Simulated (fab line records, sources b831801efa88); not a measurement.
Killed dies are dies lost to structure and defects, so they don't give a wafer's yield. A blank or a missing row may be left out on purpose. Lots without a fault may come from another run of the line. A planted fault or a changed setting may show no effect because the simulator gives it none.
A struck lot beside a sound one | flow sky130 | 34 steps out of a route of 708
Sound: wafers L358.3, L358.4, L358.5. Struck: wafers L369.1, L369.2, L369.5. The cause comes at the end.
At each step with rows: each side's tool, then ch and its chambers, then its first start. Under that, the readings that differ: sound wafers | struck wafers | difference of the means | sigmas: that difference in standard deviations of wafers without a fault.
alike: readings whose means differ by less than 2 such deviations, and words and numbers that are the same on both sides. not compared: withheld readings, readings that some wafer has no value for, bounds like >300 that may hide the same value, and numbers for which the record gives no deviation and whose values overlap.
The two part at a step that has a row with sigmas, a row that says differs or no value, or rows on one side only. Numbers that don't overlap but have no deviation are shown without sigmas and don't part them. A reading that every wafer of one side lacks parts them only if that side has two wafers or more.

first, 10 steps without rows for these wafers: SKY_LOCAL_INTERCONNECT_COAT_06 (resist thk 450 nm); SKY_LOCAL_INTERCONNECT_SOFTBAKE_07 (time 90 s); SKY_LOCAL_INTERCONNECT_EXPOSE_08 (exposes mask LI1M, target cd 170 nm); SKY_LOCAL_INTERCONNECT_PEB_09; SKY_LOCAL_INTERCONNECT_DEVELOP_10 (develop time 60 s); SKY_LOCAL_INTERCONNECT_ETCH_13 (etches BARC in N2/H2, stops on SiO2, time 45.9 s, target depth 60 nm); SKY_LOCAL_INTERCONNECT_METAL_ETCH_14 (etches TiN in Cl2/BCl3, stops on PSG, target depth 110 nm, time 31.4 s); SKY_LOCAL_INTERCONNECT_STRIP_15 (strips in O2/N2); SKY_LOCAL_INTERCONNECT_STRIP_16 (strips in post etch residue remover, time 1200 s); SKY_LOCAL_INTERCONNECT_CLEAN_17 (cleans in IPA, time 180 s).
SKY_LOCAL_INTERCONNECT_CLEAN_18: cleans in O3/DIW.
  sound on wet_bench-04 ch 0, day 32 22:07; struck on wet_bench-02 ch 0, day 35 14:01
then, 22 steps without rows for these wafers: SKY_CONTACT_CVD_00 (deposits Si3N4, target thk 75 nm); SKY_CONTACT_HDPCVD_02 (deposits SiO2, target thk 565 nm, time 94.2 s); SKY_CONTACT_CMP_04 (polishes SiO2); SKY_CONTACT_DEHYDRATE_06 (time 60 s); SKY_CONTACT_HMDS_07 (prime time 60 s); SKY_CONTACT_COAT_08 (resist thk 60 nm); SKY_CONTACT_COAT_09 (resist thk 450 nm); SKY_CONTACT_SOFTBAKE_10 (time 90 s); SKY_CONTACT_EXPOSE_11 (exposes mask CTM1, target cd 170 nm); SKY_CONTACT_PEB_12; SKY_CONTACT_DEVELOP_13 (develop time 60 s); SKY_CONTACT_ETCH_16 (etches BARC in N2/H2, stops on SiO2, time 45.9 s, target depth 60 nm); SKY_CONTACT_ETCH_17 (etches SiO2 in C4F8/O2/Ar, stops on Si3N4, target depth 340 nm); SKY_CONTACT_ETCH_18 (etches Si3N4 in CHF3/O2, stops on TiN, time 39 s, target depth 75 nm); SKY_CONTACT_STRIP_19 (strips in O2/N2); SKY_CONTACT_STRIP_20 (strips in post etch residue remover, time 1200 s); SKY_CONTACT_CLEAN_21 (cleans in IPA, time 180 s); SKY_CONTACT_CLEAN_22 (cleans in O3/DIW); SKY_CONTACT_SPUTTER_23 (material TiN, target thk 20 nm, time 80 s); SKY_CONTACT_CVD_24 (deposits W, target thk 340 nm, time 102.12 s); SKY_CONTACT_CMP_27 (polishes, stops on SiO2, t overpolish 15 s, target thk 0 nm); SKY_METAL1_SPUTTER_00 (material Ti, target thk 15 nm, time 10 s).
-- the record jumps here: 15 days lie between the struck wafers' starts before and after (it left off in module METAL1 and takes up again in module PAD_OPEN, whose first step shown is number 708 of the route) --
SKY_PAD_OPEN_PROBE_99:
  the record has rows for the struck wafers here (prober-01, day 50 02:32) and none for the sound ones

WHERE THEY PART
Only at SKY_PAD_OPEN_PROBE_99, within this record.

WHY: what the simulator had put in
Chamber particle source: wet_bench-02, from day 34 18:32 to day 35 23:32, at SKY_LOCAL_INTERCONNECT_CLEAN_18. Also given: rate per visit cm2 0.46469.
